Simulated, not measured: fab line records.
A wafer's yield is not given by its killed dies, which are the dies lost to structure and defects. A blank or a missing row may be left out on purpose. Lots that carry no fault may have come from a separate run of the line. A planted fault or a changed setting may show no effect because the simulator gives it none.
2 desks looking at one fault | flow gf180mcu | numbers are kept per desk, each desk with only its own; the story behind them comes last

== THE METROLOGY DESK ==
What the gauges read for every lot (on any tool): the sampled wafers with a number, averaged. If a lot's mean is further than 4 standard deviations from the usual mean, the lot is out of limits and carries the mark OUT (the distance appears in the brackets).
Columns: A = PSD_RS at GF_PSD_RS_MEAS_15, usual 108.6 ohm/sq; B = SAB_CVD_00_THK at GF_SAB_THK_MEAS_01, usual 50.1 nm; C = cd_nm at GF_SAB_CD_MEAS_09, usual 420.9 nm; D = SAB_OVL at GF_SAB_OVL_MEAS_10, usual -0.2 nm
lot  | first seen here | A     | B    | C     | D
L887 | day 15 12:02    | 108.7 | 49.7 | 422.2 | -1.4
L892 | day 17 02:40    | 108.4 | 50.0 | 419.1 | -0.3
L896 | day 18 12:34    | 108.7 | 49.2 | 421.0 | -2.5
L903 | day 20 23:22    | 108.5 | 49.6 | 417.8 | 1.2
L906 | day 21 22:11    | 108.9 | 50.6 | 421.7 | 0.8
Result from this desk: across the 5 lots, nothing is out of limits.

== AT THE TOOL OWNER'S DESK: rie_diel-04 ==
The tool's own readings at GF_SAB_ETCH_11 (etches SiO2 in C4F8/O2/Ar, target depth 55 nm, time 8.5 s): means of the sampled wafers that have a number, for each lot that ran on this tool. If a lot's mean is further than 4 standard deviations from the usual mean, the lot is out of limits and carries the mark OUT (the distance appears in the brackets).
Columns: A = bias_w at GF_SAB_ETCH_11, usual 1200 W; B = oes_product_au at GF_SAB_ETCH_11, usual 0.998 a.u.
lot  | first seen here | A               | B
L892 | day 18 02:17    | 1199            | 1.009
L896 | day 19 13:02    | 1229 (+7.7) OUT | 1.000
This desk's finding: out of limits on L896; first on L896, day 19 13:02 (bias_w at GF_SAB_ETCH_11). In limits: L892.

== BROUGHT TOGETHER ==
At day 19 13:02, on L896, the tool owner's desk was in a position to raise an alarm.
At the metrology desk, nothing out of limits was observed.
The metrology desk holds a record of L896, inside its limits.
All the named lots went through GF_SAB_ETCH_11 on rie_diel-04.

== WHAT THE SIMULATOR HAD PUT IN ==
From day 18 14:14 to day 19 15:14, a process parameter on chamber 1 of rie_diel-04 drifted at GF_SAB_ETCH_11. Setting bias_w, moved by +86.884, from 1200. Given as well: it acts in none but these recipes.
Struck lots among those shown: L896.
Hours from the fault's start to each desk's first reading out of limits: the tool owner's desk, 23.
